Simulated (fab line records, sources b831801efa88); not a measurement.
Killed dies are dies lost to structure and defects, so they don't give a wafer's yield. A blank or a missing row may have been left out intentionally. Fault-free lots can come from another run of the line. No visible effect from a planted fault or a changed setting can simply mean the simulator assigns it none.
Which tool is to blame?	flow sky130	Sampling: 12 lots, 36 wafers, 4 of 708 route steps

== WHAT THE GAUGES SHOWED, per wafer ==
SKY_PASSIVATION_THK_MEAS_01.
lot	measured	on	PASSIVATION_CVD_00_THK (nm)
L918	day 44 03:41	film-metro-01	89.5 90.5 91.5
L919	day 44 12:06	film-metro-03	88.1 88.6 89.5
L920	day 44 13:05	film-metro-02	90.0 88.7 89.8
L921	day 44 15:35	film-metro-03	89.5 90.6 91.9
L922	day 45 01:41	film-metro-02	89.1 88.9 91.4
L927	day 46 17:34	film-metro-03	88.2 88.2 90.3
L926	day 46 21:44	film-metro-01	89.8 88.9 90.4
L930	day 47 14:34	film-metro-02	88.6 90.5 90.9
L935	day 48 13:16	film-metro-01	88.8 89.3 88.8
L936	day 48 19:18	film-metro-02	91.3 90.5 91.0
L937	day 48 19:22	film-metro-01	88.7 90.4 91.3
L940	day 49 14:22	film-metro-02	88.1 88.1 89.6

== WHICH TOOL RAN EACH LOT (tool, then ch and the chambers of the sampled wafers, then the start) ==
lot	SKY_METAL4_SPUTTER_04	SKY_CAP2M_SPUTTER_02	SKY_METAL5_DESCUM_14
L918	pvd-sputter-04, day 40 04:10	pvd-sputter-03, day 40 04:17	rie-metal-02 ch 1, day 44 02:47
L919	pvd-sputter-01, day 40 10:21	pvd-sputter-02, day 40 10:29	rie-metal-04 ch 1, day 44 11:13
L920	pvd-sputter-04, day 40 11:00	pvd-sputter-01, day 40 11:08	rie-metal-03 ch 0,1, day 44 12:11
L921	pvd-sputter-02, day 40 16:04	pvd-sputter-03, day 40 16:11	rie-metal-03 ch 0,1, day 44 14:42
L922	pvd-sputter-02, day 41 02:56	pvd-sputter-01, day 41 03:04	rie-metal-03 ch 0,1, day 45 00:46
L927	pvd-sputter-02, day 42 18:33	pvd-sputter-01, day 42 18:41	rie-metal-03 ch 0,1, day 46 16:35
L926	pvd-sputter-02, day 42 23:56	pvd-sputter-01, day 43 00:04	rie-metal-03 ch 1, day 46 20:49
L930	pvd-sputter-01, day 43 17:11	pvd-sputter-02, day 43 17:20	rie-metal-02 ch 0,1, day 47 13:36
L935	pvd-sputter-02, day 44 18:53	pvd-sputter-03, day 44 19:01	rie-metal-03 ch 0,1, day 48 12:17
L936	pvd-sputter-02, day 45 02:44	pvd-sputter-03, day 45 02:52	rie-metal-03 ch 0,1, day 48 17:59
L937	pvd-sputter-02, day 45 04:53	pvd-sputter-01, day 45 05:01	rie-metal-02 ch 1, day 48 18:16
L940	pvd-sputter-04, day 46 01:53	pvd-sputter-02, day 46 02:01	rie-metal-02 ch 0,1, day 49 13:26
- SKY_METAL4_SPUTTER_04: material TiN, target thk 70 nm, time 58.3 s.
- SKY_CAP2M_SPUTTER_02: material TiN, target thk 200 nm, time 166.7 s.
- SKY_METAL5_DESCUM_14: chemistry O2, time 11 s.

== WHAT THE TOOLS THEMSELVES READ (means of the sampled wafers that have a number; where no wafer has one, the mark that the record gives instead) ==
SKY_METAL4_SPUTTER_04.
lot	tool	chamber-pressure-pa (Pa)	throttle-valve-pct (%)
L918	pvd-sputter-04	0.4000	32.6
L919	pvd-sputter-01	0.4007	28.5
L920	pvd-sputter-04	0.3996	30.3
L921	pvd-sputter-02	0.4002	30.1
L922	pvd-sputter-02	0.4000	29.7
L927	pvd-sputter-02	0.3999	28.9
L926	pvd-sputter-02	0.4003	31.2
L930	pvd-sputter-01	0.3995	28.8
L935	pvd-sputter-02	0.3995	28.0
L936	pvd-sputter-02	0.3993	28.4
L937	pvd-sputter-02	0.3997	30.2
L940	pvd-sputter-04	0.4008	29.6

SKY_CAP2M_SPUTTER_02.
lot	tool	chamber-pressure-pa (Pa)	throttle-valve-pct (%)
L918	pvd-sputter-03	0.3998	29.0
L919	pvd-sputter-02	0.4000	28.9
L920	pvd-sputter-01	0.4005	28.9
L921	pvd-sputter-03	0.4003	29.8
L922	pvd-sputter-01	0.3992	28.8
L927	pvd-sputter-01	0.4002	29.3
L926	pvd-sputter-01	0.3998	28.7
L930	pvd-sputter-02	0.3992	28.2
L935	pvd-sputter-03	0.4015	29.4
L936	pvd-sputter-03	0.4001	30.1
L937	pvd-sputter-01	0.4003	28.4
L940	pvd-sputter-02	0.3997	29.3

SKY_METAL5_DESCUM_14.
lot	tool	drypump-motor-current-A (A)	oes-product-au (a.u.)	temp-c (C)
L918	rie-metal-02	5.5	1.000	40.19
L919	rie-metal-04	5.2	0.985	40.03
L920	rie-metal-03	6.4	1.001	39.98
L921	rie-metal-03	6.4	0.995	40.06
L922	rie-metal-03	6.4	1.002	39.99
L927	rie-metal-03	6.4	0.999	40.07
L926	rie-metal-03	6.3	1.000	40.12
L930	rie-metal-02	5.7	1.006	40.14
L935	rie-metal-03	6.3	0.999	39.98
L936	rie-metal-03	6.4	1.003	40.09
L937	rie-metal-02	5.5	1.015	39.99
L940	rie-metal-02	5.8	1.011	39.92

== THE ANSWER, worked out from the rows above alone ==
Rule: what is usual is taken from the lots themselves. The widest of any qualifying gaps counts: lots, ordered by their means at a reading, are off when they make up no more than a third of the lots, leave a main group of 4 or more, and stand apart from it by 3 or more times the standard deviation of that group's means. A main group whose means are all the same, to the digits that the tables above print for the reading, isn't used. Also off: a lot with no number at a reading for which 4 or more lots have one. Any other lot the step has rows for is counted as sound. After the gauges, taken in route order, come the tools' own readings; for these a lot's mean is taken, as printed above. At the first step where some lot is off, the reading lying furthest off is the one used; lots without a number count as furthest.
Across all readings shown, no lot is off: no conclusion can be drawn from this.

== WHAT HAD BEEN PUT IN BY THE SIMULATOR ==
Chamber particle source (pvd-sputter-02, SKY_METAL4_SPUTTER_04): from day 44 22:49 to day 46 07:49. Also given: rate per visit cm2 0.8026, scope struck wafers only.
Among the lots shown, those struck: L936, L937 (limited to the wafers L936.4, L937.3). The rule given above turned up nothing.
